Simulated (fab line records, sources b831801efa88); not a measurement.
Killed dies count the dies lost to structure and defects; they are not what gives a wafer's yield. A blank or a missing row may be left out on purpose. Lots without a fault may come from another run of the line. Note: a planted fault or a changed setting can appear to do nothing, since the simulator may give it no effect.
fab line records | flow sfq_line
record: lots: 7 wafers: 21 last_day: 90
route steps=325 shown M0@32 I0@43 M1@58 I1@73 M8@325
lots that met no fault: from a run of the same line without faults
start_h: start of the lot's first displayed wafer, in hours after the record's first day | wait_h: how many hours have passed since the lot's step before this one | " identical to the entry in the row above | L1.1+2: a single row standing in for several wafers | - value missing, or start not given | * or withheld: withheld | < > ~ a bound
route shown NAME@n: NAME is a module with steps in the file, n the number in the route of the first one | usual: mean/standard deviation of fault-free wafers | same: alike in all rows | chamber/n: place in a boat | sites: readings site by site | _std_site: standard deviation across them | _edge_site: mean of outer sites minus mean of inner sites | radius_mm: for every site, how far away it sits from the centre of the wafer | mask NAME#n: copy n | behind: the tool/chamber that last shaped the wafer | hold: reason for holding the lot/hours on hold/outcome of the hold | device: which transistor (n, p or np) failed to switch | end of line: tests run on the same wafers once the route is complete | a step given without rows: its recipe and nothing more | killed: not the wafer's yield, but the dies lost to structure and defects at the first sort | map: the dies of a wafer, with x for killed, . for not killed, _ for no die there
set.NAME: the setting the step ran with; set.NAME@STEP: the setting that earlier step ran with | model.NAME: the simulator's own value behind a step, which no gauge read
certain route steps with their lots: each step a table, each wafer a row
services: when a tool's chamber went out of use (start_h, in hours from the record's first day, below 0 if earlier), for how many hours, and the reason
== steps ==
step: SFQ_TRILAYER_M0_LITHO_COAT_026
recipe: resist: BARC spin_rpm: 3000 resist_thk_nm: 62
step: SFQ_TRILAYER_M0_LITHO_COAT_021
recipe: resist: KrF spin_rpm: 3000 resist_thk_nm: 600
step: SFQ_TRILAYER_M0_LITHO_SOFTBAKE_025
recipe: temp_c: withheld time_s: withheld resist: KrF
step: SFQ_TRILAYER_M0_LITHO_EXPOSE_022
recipe: mask_id: M0 na: 0.6 source_shape: conventional sigma_outer: 0.65 target_cd_nm: 500 dose_mj: 14.4
step: SFQ_TRILAYER_M0_LITHO_PEB_024
recipe: peb_temp_c: 115 peb_time_s: 60 resist: KrF
step: SFQ_TRILAYER_M0_LITHO_DEVELOP_023
recipe: time_s: 60 resist: KrF
step: SFQ_M0_OVL_MEAS_906
usual: M0_OVL: 3/5.5
columns lot.wafer tool chamber start_h wait_h M0_OVL[nm]
L662.2 overlay-01 - 152.15 0.1 9
L662.3 " - " " 10
L662.4 " - " " 8
L663.3 overlay-01 - 156.96 0.1 -1
L663.4 " - " " 2
L663.5 " - " " -2
L669.1 overlay-01 - 199.79 0.1 -3
L669.4 " - " " -2
L669.6 " - " " 5
L672.3 overlay-01 - 219.48 0.1 5
L672.4 " - " " -5
L672.5 " - " " 3
L674.1 overlay-02 - 229.34 0.1 5
L674.3 " - " " 5
L674.4 " - " " 10
L675.3 overlay-01 - 235.36 0.1 0
L675.4 " - " " -7
L675.6 " - " " -4
L676.3 overlay-01 - 238.96 0.1 13
L676.4 " - " " 16
L676.6 " - " " 15
step: SFQ_TRILAYER_M0_BARC_OPEN_METAL_ETCH_031
recipe: mask_material: PR chemistry: O2 target_depth_nm: 125 target: BARC icp_w: 600 bias_w: 80 pressure_mtorr: 10 time_s: 41.7
step: SFQ_TRILAYER_M0_ETCH_METAL_ETCH_024
recipe: target: Nb stop_on: SiO2 mask_material: PR chemistry: Cl2/Ar target_depth_nm: 240 icp_w: 600 bias_w: 80 pressure_mtorr: 10 time_s: 120
step: SFQ_TRILAYER_M0_STRIP_STRIP_025
recipe: gas: O2 power_w: 200 platen_temp_c: 40 overash_fraction: 0.65 chemistry: O2 pressure_mtorr: 50
usual: drypump_motor_current_A: 5.7/0.53 oes_product_au: 1.006/0.012
columns lot.wafer tool chamber start_h wait_h drypump_motor_current_A oes_product_au rf_hours_counter_h
L662.2 rie_metal-04 0 152.36 0.1 6.2 1.004 151
L662.3 " 1 " " 5.7 1.024 -
L662.4 " 0 " " 6.2 1.015 -
L663.3 rie_metal-04 1 157.36 0.2 5.7 1.025 -
L663.4 " 0 " " 6.2 1.005 -
L663.5 " 0 " " 6.1 1.027 -
L669.1 rie_metal-04 0 200.01 0.1 6.2 1.020 161
L669.4 " 1 " " 5.7 1.007 -
L669.6 " 1 " " 5.6 1.016 -
L672.3 rie_metal-04 1 219.89 0.2 5.7 1.022 -
L672.4 " 0 " " 6.2 0.998 -
L672.5 " 0 " " 6.2 0.994 -
L674.1 rie_metal-03 0 229.56 0.1 5.1 0.986 25
L674.3 " 0 " " 5.1 0.997 -
L674.4 " 1 " " 6.5 1.013 -
L675.3 rie_metal-04 1 235.76 0.2 5.6 1.028 -
L675.4 " 0 " " 6.2 1.002 -
L675.6 " 0 " " 6.2 1.002 -
L676.3 rie_metal-01 1 239.36 0.2 5.6 0.994 -
L676.4 " 0 " " 5.0 0.993 -
L676.6 " 0 " " 5.0 0.997 -
step: SFQ_TRILAYER_M0_STRIP_SOLV_CLEAN_026
recipe: chemistry: NMP temp_c: 70 time_s: 600
step: SFQ_TRILAYER_I0_DEP_PECVD_027
recipe: material: SiO2 temp_c: 150 time_s: 111.11 pressure_torr: 2.4 rf_w: 183.3 precursor: SiH4/N2O target_thk_nm: 500
step: SFQ_TRILAYER_I0_CMP_CMP_028
recipe: material: SiO2 down_force_psi: 3 platen_rpm: 60 pad_velocity_m_s: 0.94248
usual: motor_current_A: 10.0/0.75 time_to_endpoint_s: 208/8.8
columns lot.wafer tool chamber start_h wait_h motor_current_A time_to_endpoint_s model.SiO2_of_TRILAYER_I0_DEP_PECVD_027.thk_nm
L662.3 cmp-01 0 153.92 0.7 11.2 217 200.5
L662.2 " 1 " " 10.6 200 199.5
L662.4 " 3 155.42 2.2 9.3 206 199.3
L663.3 cmp-01 2 162.92 4.9 10.7 207 199.1
L663.4 " 0 163.92 5.9 11.2 228 200.5
L663.5 " 2 164.92 6.9 11.2 225 198.5
L669.4 cmp-02 3 209.15 8.3 10.0 211 199.2
L669.1 " 0 " " 10.9 192 199
L669.6 " 2 210.65 9.7 9.0 209 200
L672.4 cmp-02 1 223.65 3.1 9.2 205 199.2
L672.3 " 2 " " 8.7 207 200
L672.5 " 0 225.15 4.6 10.6 163 248.2
L674.3 cmp-02 0 239.15 8.8 10.8 168 247.8
L674.4 " 2 240.15 9.7 9.6 213 201
L674.1 " 3 " " 10.4 198 198.9
L675.4 cmp-02 2 245.15 8.7 9.3 211 199.7
L675.3 " 0 246.15 9.8 10.9 162 246.6
L675.6 " 2 247.15 10.7 9.0 219 199.6
L676.3 cmp-01 1 252.05 12.1 9.8 207 200.2
L676.4 " 2 " " 11.3 208 201
L676.6 " 3 " " 9.4 216 200.2
step: SFQ_I0_BOW_MEAS_907
recipe: mode: bow
usual: I0_BOW: 1/7.4
columns lot.wafer tool chamber start_h wait_h I0_BOW[um]
L662.2 film_metro-03 - 156.94 2.0 6
L662.3 " - " " 12
L662.4 " - " " 0
L663.3 film_metro-03 - 165.96 2.5 -14
L663.4 " - " " 4
L663.5 " - " " 7
L669.1 film_metro-04 - 211.15 1.0 -5
L669.4 " - " " 6
L669.6 " - " " -13
L672.3 film_metro-04 - 226.19 1.5 -9
L672.4 " - " " -5
L672.5 " - " " 0
L674.1 film_metro-04 - 242.15 1.0 -7
L674.3 " - " " 5
L674.4 " - " " 3
L675.3 film_metro-04 - 248.19 1.5 -3
L675.4 " - " " -13
L675.6 " - " " -5
L676.3 film_metro-03 - 254.09 1.5 16
L676.4 " - " " 10
L676.6 " - " " 12
step: SFQ_TRILAYER_I0_METRO_MEASURE_029
usual: thk_nm: 199.2/1.3
columns lot.wafer tool chamber start_h wait_h thk_nm
L662.2 film_metro-03 - 157.24 0.3 199.6
L662.3 " - " " 200.6
L662.4 " - " " 199.2
L663.3 film_metro-03 - 166.44 0.5 199.2
L663.4 " - " " 200.4
L663.5 " - " " 198.3
L669.1 film_metro-04 - 211.27 0.1 198.9
L669.4 " - " " 199.2
L669.6 " - " " 200.2
L672.3 film_metro-04 - 226.67 0.5 200.1
L672.4 " - " " 199.1
L672.5 " - " " 248.2
L674.1 film_metro-04 - 242.27 0.1 198.7
L674.3 " - " " 247.8
L674.4 " - " " 201.2
L675.3 film_metro-04 - 248.67 0.5 246.5
L675.4 " - " " 199.9
L675.6 " - " " 199.7
L676.3 film_metro-03 - 254.57 0.5 200.0
L676.4 " - " " 201.0
L676.6 " - " " 200.1
step: SFQ_TRILAYER_I0_VIA_LITHO_COAT_036
recipe: resist: BARC spin_rpm: 3000 resist_thk_nm: 62
step: SFQ_TRILAYER_I0_VIA_LITHO_COAT_031
recipe: resist: KrF spin_rpm: 3000 resist_thk_nm: 650
step: SFQ_TRILAYER_I0_VIA_LITHO_SOFTBAKE_035
recipe: temp_c: withheld time_s: withheld resist: KrF
step: SFQ_TRILAYER_I0_VIA_LITHO_EXPOSE_032
recipe: mask_id: I0 na: 0.6 source_shape: conventional sigma_outer: 0.65 target_cd_nm: 500 dose_mj: 21.3
step: SFQ_TRILAYER_I0_VIA_LITHO_PEB_034
recipe: peb_temp_c: 115 peb_time_s: 60 resist: KrF
step: SFQ_TRILAYER_I0_VIA_LITHO_DEVELOP_033
recipe: time_s: 60 resist: KrF
step: SFQ_I0_OVL_MEAS_908
usual: I0_OVL: -6/4.9
columns lot.wafer tool chamber start_h wait_h I0_OVL[nm]
L662.2 overlay-02 - 199.71 0.1 -9
L662.3 " - " " -10
L662.4 " - " " -9
L663.3 overlay-01 - 206.92 0.1 -10
L663.4 " - " " -6
L663.5 " - " " -14
L669.1 overlay-02 - 250.52 0.1 -12
L669.4 " - " " -17
L669.6 " - " " -16
L672.3 overlay-02 - 265.81 0.1 0
L672.4 " - " " -3
L672.5 " - " " -1
L674.1 overlay-02 - 279.00 0.1 -2
L674.3 " - " " -3
L674.4 " - " " -2
L675.3 overlay-02 - 283.81 0.1 -2
L675.4 " - " " -4
L675.6 " - " " -12
L676.3 overlay-02 - 293.06 0.1 -11
L676.4 " - " " -6
L676.6 " - " " -5
step: SFQ_TRILAYER_I0_VIA_BARC_OPEN_VIA_ETCH_046
recipe: mask_material: PR chemistry: O2 target_depth_nm: 125 target: BARC source_w: 500 bias_w: 80 pressure_mtorr: 30 time_s: 41.7
usual: drypump_motor_current_A: 5.8/0.34 oes_product_au: 0.685/0.0051
columns lot.wafer tool chamber start_h wait_h drypump_motor_current_A oes_product_au rf_hours_counter_h
L662.2 rie_diel-02 0 199.74 0.0 5.5 0.690 131
L662.3 " 3 " " 5.9 0.689 50
L662.4 " 1 " " 6.1 0.678 -
L663.3 rie_diel-02 1 206.94 0.0 6.1 0.687 72
L663.4 " 3 " " 5.9 0.688 -
L663.5 " 0 " " 5.5 0.676 -
L669.1 rie_diel-04 0 250.55 0.0 5.0 0.681 9
L669.4 " 0 " " 5.0 0.683 -
L669.6 " 3 " " 6.3 0.677 -
L672.3 rie_diel-03 0 265.84 0.0 6.2 0.685 82
L672.4 " 3 " " 5.0 0.690 -
L672.5 " 2 " " 5.7 0.692 -
L674.1 rie_diel-03 2 279.04 0.0 5.7 0.681 118
L674.3 " 1 " " 5.8 0.688 82
L674.4 " 0 " " 6.2 0.681 82
L675.3 rie_diel-03 2 283.84 0.0 5.7 0.686 118
L675.4 " 1 " " 5.8 0.686 82
L675.6 " 1 " " 5.8 0.689 -
L676.3 rie_diel-02 0 293.08 0.0 5.5 0.685 133
L676.4 " 3 " " 5.9 0.679 52
L676.6 " 1 " " 6.1 0.682 -
step: SFQ_TRILAYER_I0_VIA_ETCH_VIA_ETCH_034
recipe: target: SiO2 stop_on: Nb mask_material: PR taper_deg: 20 chemistry: CHF3 target_depth_nm: 260 source_w: 500 bias_w: 80 pressure_mtorr: 30 time_s: withheld
usual: drypump_motor_current_A: 5.8/0.34 oes_product_au: 0.853/0.0051
columns lot.wafer tool chamber start_h wait_h drypump_motor_current_A oes_product_au model.etch.depth_nm model.I0.feature_depth_nm
L662.2 rie_diel-02 0 199.78 0.0 5.5 0.852 199.5 199.5
L662.3 " 3 " " 5.8 0.855 200.5 200.5
L662.4 " 1 " " 6.1 0.855 199.3 199.3
L663.3 rie_diel-02 1 206.98 0.0 6.1 0.845 199.1 199.1
L663.4 " 3 " " 5.9 0.859 200.5 200.5
L663.5 " 0 " " 5.6 0.848 198.5 198.5
L669.1 rie_diel-04 0 250.59 0.0 5.0 0.863 199 199
L669.4 " 0 " " 5.0 0.852 199.2 199.2
L669.6 " 3 " " 6.3 0.854 200 200
L672.3 rie_diel-03 0 265.88 0.0 6.2 0.855 200 200
L672.4 " 3 " " 5.0 0.852 199.2 199.2
L672.5 " 2 " " 5.7 0.969 248.2 248.2
L674.1 rie_diel-03 2 279.08 0.0 5.7 0.845 198.9 198.9
L674.3 " 1 " " 5.8 0.969 247.8 247.8
L674.4 " 0 " " 6.2 0.857 201 201
L675.3 rie_diel-03 2 283.88 0.0 5.7 0.975 246.6 246.6
L675.4 " 1 " " 5.8 0.848 199.7 199.7
L675.6 " 1 " " 5.8 0.848 199.6 199.6
L676.3 rie_diel-02 0 293.12 0.0 5.6 0.853 200.2 200.2
L676.4 " 3 " " 5.9 0.853 201 201
L676.6 " 1 " " 6.1 0.855 200.2 200.2
step: SFQ_TRILAYER_I0_VIA_STRIP_STRIP_035
recipe: gas: O2 power_w: 200 platen_temp_c: 40 overash_fraction: 0.65 chemistry: O2 pressure_mtorr: 50
usual: drypump_motor_current_A: 5.9/0.5 oes_product_au: 0.992/0.012
columns lot.wafer tool chamber start_h wait_h drypump_motor_current_A oes_product_au rf_hours_counter_h
L662.2 rie_metal-03 1 199.89 - 6.5 0.997 44
L662.3 " 1 " " 6.5 1.005 -
L662.4 " 0 " " 5.0 1.006 -
L663.3 rie_metal-02 1 207.29 - 5.8 1.003 -
L663.4 " 0 " " 6.3 0.976 -
L663.5 " 1 " " 5.8 0.998 -
L669.1 rie_metal-02 1 250.71 - 5.9 0.990 34
L669.4 " 1 " " 5.8 0.997 -
L669.6 " 0 " " 6.3 0.969 -
L672.3 rie_metal-02 0 266.19 - 6.3 0.980 -
L672.4 " 1 " " 5.9 0.989 -
L672.5 " 1 " " 5.8 0.987 -
L674.1 rie_metal-02 0 279.19 - 6.3 0.980 31
L674.3 " 0 " " 6.3 0.987 -
L674.4 " 1 " " 5.9 0.988 -
L675.3 rie_metal-02 1 284.19 - 5.8 0.995 -
L675.4 " 0 " " 6.3 0.982 -
L675.6 " 1 " " 5.8 1.002 -
L676.3 rie_metal-02 1 293.43 - 5.9 1.009 -
L676.4 " 0 " " 6.3 0.987 -
L676.6 " 0 " " 6.3 0.976 -
step: SFQ_TRILAYER_I0_VIA_STRIP_SOLV_CLEAN_036
recipe: chemistry: NMP temp_c: 70 time_s: 600
step: SFQ_TRILAYER_M1_DEP_PRE_CLEAN_038
recipe: gas: Ar time_s: 22.5 bias_v: 250
columns lot.wafer tool chamber start_h wait_h model.SiO2_of_TRILAYER_I0_DEP_PECVD_027.thk_nm
L662.2 pvd_sputter-06 - 200.67 0.0 192
L662.3 " - " " 193
L662.4 " - " " 191.8
L663.3 pvd_sputter-06 - 207.88 0.0 191.6
L663.4 " - " " 193
L663.5 " - " " 191
L669.1 pvd_sputter-04 - 251.48 0.0 191.5
L669.4 " - " " 191.7
L669.6 " - " " 192.5
L672.3 pvd_sputter-04 - 266.77 0.0 192.5
L672.4 " - " " 191.7
L672.5 " - " " 240.7
L674.1 pvd_sputter-03 - 279.97 0.0 191.4
L674.3 " - " " 240.3
L674.4 " - " " 193.5
L675.3 pvd_sputter-06 - 284.77 0.0 239.1
L675.4 " - " " 192.2
L675.6 " - " " 192.1
L676.3+6 pvd_sputter-04 - 294.01 0.0 192.7
L676.4 " - " " 193.5
step: SFQ_TRILAYER_M1_DEP_SPUTTER_037
recipe: material: Nb base_pressure_pa: 1.33e-06 chamber_pressure_pa: 0.1333 substrate_temp_c: 20 resputter_cathode_voltage_v: 400 target_thk_nm: 200 power_w: 2000 time_s: 133.3
step: SFQ_M1_RS_MEAS_909
recipe: thk_meas_gauge: four-point-probe reads: Nb_of_TRILAYER_M1_DEP_SPUTTER_037
usual: M1_NB_RS: 0.891/0.011
columns lot.wafer tool chamber start_h wait_h M1_NB_RS[ohm/sq]
L662.2 film_metro-02 - 200.81 0.1 0.902
L662.3 " - " " 0.893
L662.4 " - " " 0.892
L663.3 film_metro-04 - 208.04 0.1 0.891
L663.4 " - " " 0.895
L663.5 " - " " 0.897
L669.1 film_metro-04 - 252.47 0.9 0.893
L669.4 " - " " 0.879
L669.6 " - " " 0.892
L672.3 film_metro-04 - 267.51 0.7 0.876
L672.4 " - " " 0.882
L672.5 " - " " 0.874
L674.1 film_metro-02 - 280.12 0.1 0.901
L674.3 " - " " 0.882
L674.4 " - " " 0.907
L675.3 film_metro-04 - 284.93 0.1 0.870
L675.4 " - " " 0.895
L675.6 " - " " 0.885
L676.3 film_metro-04 - 294.17 0.1 0.898
L676.4 " - " " 0.892
L676.6 " - " " 0.897
step: SFQ_TRILAYER_M1_LITHO_COAT_044
recipe: resist: BARC spin_rpm: 3000 resist_thk_nm: 62
step: SFQ_TRILAYER_M1_LITHO_COAT_039
recipe: resist: KrF spin_rpm: 3000 resist_thk_nm: 600
step: SFQ_TRILAYER_M1_LITHO_SOFTBAKE_043
recipe: temp_c: withheld time_s: withheld resist: KrF
step: SFQ_TRILAYER_M1_LITHO_EXPOSE_040
recipe: mask_id: M1 na: 0.6 source_shape: conventional sigma_outer: 0.65 target_cd_nm: 500 dose_mj: 14.4
step: SFQ_TRILAYER_M1_LITHO_PEB_042
recipe: peb_temp_c: 115 peb_time_s: 60 resist: KrF
step: SFQ_TRILAYER_M1_LITHO_DEVELOP_041
recipe: time_s: 60 resist: KrF
step: SFQ_M1_OVL_MEAS_911
usual: M1_OVL: 1/4.9
columns lot.wafer tool chamber start_h wait_h M1_OVL[nm]
L662.2 overlay-02 - 280.75 0.1 6
L662.3 " - " " 2
L662.4 " - " " 6
L663.3 overlay-01 - 291.56 0.1 -9
L663.4 " - " " -4
L663.5 " - " " -4
L669.1 overlay-02 - 346.70 0.1 -4
L669.4 " - " " -8
L669.6 " - " " -8
L672.3 overlay-01 - 365.91 0.1 8
L672.4 " - " " 1
L672.5 " - " " 6
L674.1 overlay-01 - 383.55 0.1 2
L674.3 " - " " 1
L674.4 " - " " 4
L675.3 overlay-01 - 388.36 0.1 -2
L675.4 " - " " -2
L675.6 " - " " -2
L676.3 overlay-02 - 400.35 0.1 4
L676.4 " - " " 6
L676.6 " - " " 4
step: SFQ_TRILAYER_M1_BARC_OPEN_METAL_ETCH_054
recipe: mask_material: PR chemistry: O2 target_depth_nm: 125 target: BARC icp_w: 600 bias_w: 80 pressure_mtorr: 10 time_s: 41.7
usual: drypump_motor_current_A: 5.8/0.44 oes_product_au: 0.686/0.0045
columns lot.wafer tool chamber start_h wait_h drypump_motor_current_A oes_product_au rf_hours_counter_h
L662.2 rie_metal-02 0 280.78 0.0 6.3 0.682 31
L662.3 " 0 " " 6.3 0.689 -
L662.4 " 1 " " 5.9 0.686 -
L663.3 rie_metal-02 1 291.60 0.0 5.8 0.688 -
L663.4 " 0 " " 6.3 0.692 -
L663.5 " 1 " " 5.9 0.681 -
L669.1 rie_metal-02 1 346.74 0.0 5.9 0.682 50
L669.4 " 0 " " 6.3 0.684 -
L669.6 " 0 " " 6.3 0.687 -
L672.3 rie_metal-04 0 365.96 0.0 6.2 0.689 -
L672.4 " 1 " " 5.7 0.683 -
L672.5 " 0 " " 6.2 0.692 -
L674.1 rie_metal-01 0 383.59 0.0 5.0 0.695 130
L674.3 " 1 " " 5.6 0.681 -
L674.4 " 0 " " 5.0 0.679 -
L675.3 rie_metal-02 1 388.41 0.0 5.8 0.684 -
L675.4 " 0 " " 6.3 0.681 -
L675.6 " 0 " " 6.3 0.683 -
L676.3 rie_metal-01 1 400.39 0.0 5.6 0.690 -
L676.4 " 0 " " 5.0 0.686 -
L676.6 " 0 " " 5.0 0.683 -
step: SFQ_TRILAYER_M1_ETCH_METAL_ETCH_042
recipe: target: Nb stop_on: SiO2 mask_material: PR chemistry: Cl2/Ar target_depth_nm: 240 icp_w: 600 bias_w: 80 pressure_mtorr: 10 time_s: 120
usual: drypump_motor_current_A: 5.8/0.44 oes_product_au: 0.893/0.007
columns lot.wafer tool chamber start_h wait_h drypump_motor_current_A oes_product_au rf_hours_counter_h
L662.2 rie_metal-02 0 280.84 0.0 6.3 0.882 31
L662.3 " 0 " " 6.3 0.893 -
L662.4 " 1 " " 5.8 0.896 -
L663.3 rie_metal-02 1 291.68 0.1 5.8 0.896 -
L663.4 " 0 " " 6.3 0.889 -
L663.5 " 1 " " 5.9 0.884 -
L669.1 rie_metal-02 1 346.80 0.0 5.9 0.894 50
L669.4 " 0 " " 6.3 0.898 -
L669.6 " 0 " " 6.3 0.893 -
L672.3 rie_metal-04 0 366.04 0.1 6.2 0.902 -
L672.4 " 1 " " 5.7 0.891 -
L672.5 " 0 " " 6.2 0.910 -
L674.1 rie_metal-01 0 383.65 0.0 4.9 0.890 130
L674.3 " 1 " " 5.6 0.900 -
L674.4 " 0 " " 5.0 0.874 -
L675.3 rie_metal-02 1 388.49 0.1 5.9 0.905 -
L675.4 " 0 " " 6.3 0.884 -
L675.6 " 0 " " 6.3 0.894 -
L676.3 rie_metal-01 1 400.47 0.1 5.6 0.888 -
L676.4 " 0 " " 5.0 0.889 -
L676.6 " 0 " " 5.0 0.887 -
step: SFQ_TRILAYER_M1_STRIP_STRIP_043
recipe: gas: O2 power_w: 200 platen_temp_c: 40 overash_fraction: 0.65 chemistry: O2 pressure_mtorr: 50
step: SFQ_TRILAYER_M1_STRIP_SOLV_CLEAN_044
recipe: chemistry: NMP temp_c: 70 time_s: 600
step: SFQ_TRILAYER_I1_DEP_PECVD_045
recipe: material: SiO2 temp_c: 150 time_s: 111.11 pressure_torr: 2.4 rf_w: 183.3 precursor: SiH4/N2O target_thk_nm: 500
step: SFQ_M8_BOW_MEAS_951
recipe: mode: bow
usual: M8_BOW: 9/11
columns lot.wafer tool chamber start_h wait_h M8_BOW[um] model.etest.i0.link_ohm
L662.2 film_metro-03 - 2044.46 0.0 -2 1.971
L662.3 " - " " 7 1.985
L662.4 " - " " -6 1.955
L663.3 film_metro-03 - 2046.88 0.0 -8 1.965
L663.4 " - " " 11 1.974
L663.5 " - " " 13 1.979
L669.1 film_metro-01 - 2065.33 0.0 0 1.974
L669.4 " - " " 12 1.947
L669.6 " - " " -7 1.97
L672.3 film_metro-03 - 2078.37 0.0 -6 1.956
L672.4 " - " " -4 1.961
L672.5 " - " " 2 1.998
L674.1 film_metro-04 - 2083.33 0.0 -5 1.979
L674.3 " - " " 8 1.991
L674.4 " - " " 6 1.986
L675.3 film_metro-03 - 2094.92 0.0 8 1.986
L675.4 " - " " -3 1.989
L675.6 " - " " 4 1.977
L676.3 film_metro-01 - 2171.34 0.0 31 1.977
L676.4 " - " " 24 1.98
L676.6 " - " " 26 1.987
== services ==
columns tool chamber start_h hours kind
cmp-02 - 129.24 1.4 repair
rie_metal-04 1 129.40 4.3 repair
rie_metal-02 - 131.68 15.6 pm
rie_diel-02 0 146.40 1.3 repair
rie_metal-01 - 148.47 16.1 repair
cmp-02 - 154.15 7.8 repair
cmp-02 - 164.97 7.2 pm
film_metro-04 - 171.84 1.4 pm
film_metro-04 - 173.25 0.9 pm
rie_diel-03 - 178.34 1.5 repair
rie_diel-03 1 190.87 7.5 repair
rie_diel-03 2 192.37 1.7 repair
rie_diel-02 2 193.84 8.5 repair
cmp-02 - 235.15 4.0 pm
rie_diel-03 1 260.50 5.9 repair
rie_diel-02 0 269.45 7.8 repair
rie_diel-03 3 287.54 6.2 repair
rie_metal-04 1 289.96 2.2 repair
film_metro-04 - 295.92 1.2 pm
rie_metal-02 - 330.54 1.4 pm
rie_metal-04 1 331.70 15.4 repair
rie_diel-02 2 338.96 1.8 repair
rie_metal-02 1 347.75 9.7 repair
rie_metal-02 - 348.86 2.8 pm
== key ==
first_sign: step: SFQ_TRILAYER_I0_CMP_CMP_028 reading: time_to_endpoint_s direction: down sigmas: 5 usual: * struck: *
effect: step: SFQ_TRILAYER_I0_METRO_MEASURE_029 reading: thk_nm direction: up sigmas: 38 usual: 199.2 struck: 247.5
effect: step: SFQ_TRILAYER_I0_VIA_ETCH_VIA_ETCH_034 reading: oes_product_au direction: up sigmas: 23 usual: 0.853 struck: 0.971
model_effect: step: SFQ_TRILAYER_I0_CMP_CMP_028 value: SiO2_of_TRILAYER_I0_DEP_PECVD_027.thk_nm without: 197.5 struck: 247.5
model_effect: step: SFQ_TRILAYER_I0_VIA_ETCH_VIA_ETCH_034 value: etch.depth_nm without: 197.5 struck: 247.5
model_effect: step: SFQ_TRILAYER_M1_DEP_PRE_CLEAN_038 value: SiO2_of_TRILAYER_I0_DEP_PECVD_027.thk_nm without: 190 struck: 240
model_effect: step: SFQ_M8_BOW_MEAS_951 value: etest.i0.link_ohm without: 1.945 struck: 1.992
met_at SFQ_TRILAYER_I0_CMP_CMP_028
struck_wafers L672.5,L674.3,L675.3
onset_between 209.15 223.65
fault: kind: process_parameter_drift tool: cmp-02 chamber: 0 onset_h: 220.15 steps: SFQ_TRILAYER_I0_CMP_CMP_028 channel: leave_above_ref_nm offset: 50 shape: step end_h: 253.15 acts_in: these_recipes_only stated: 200
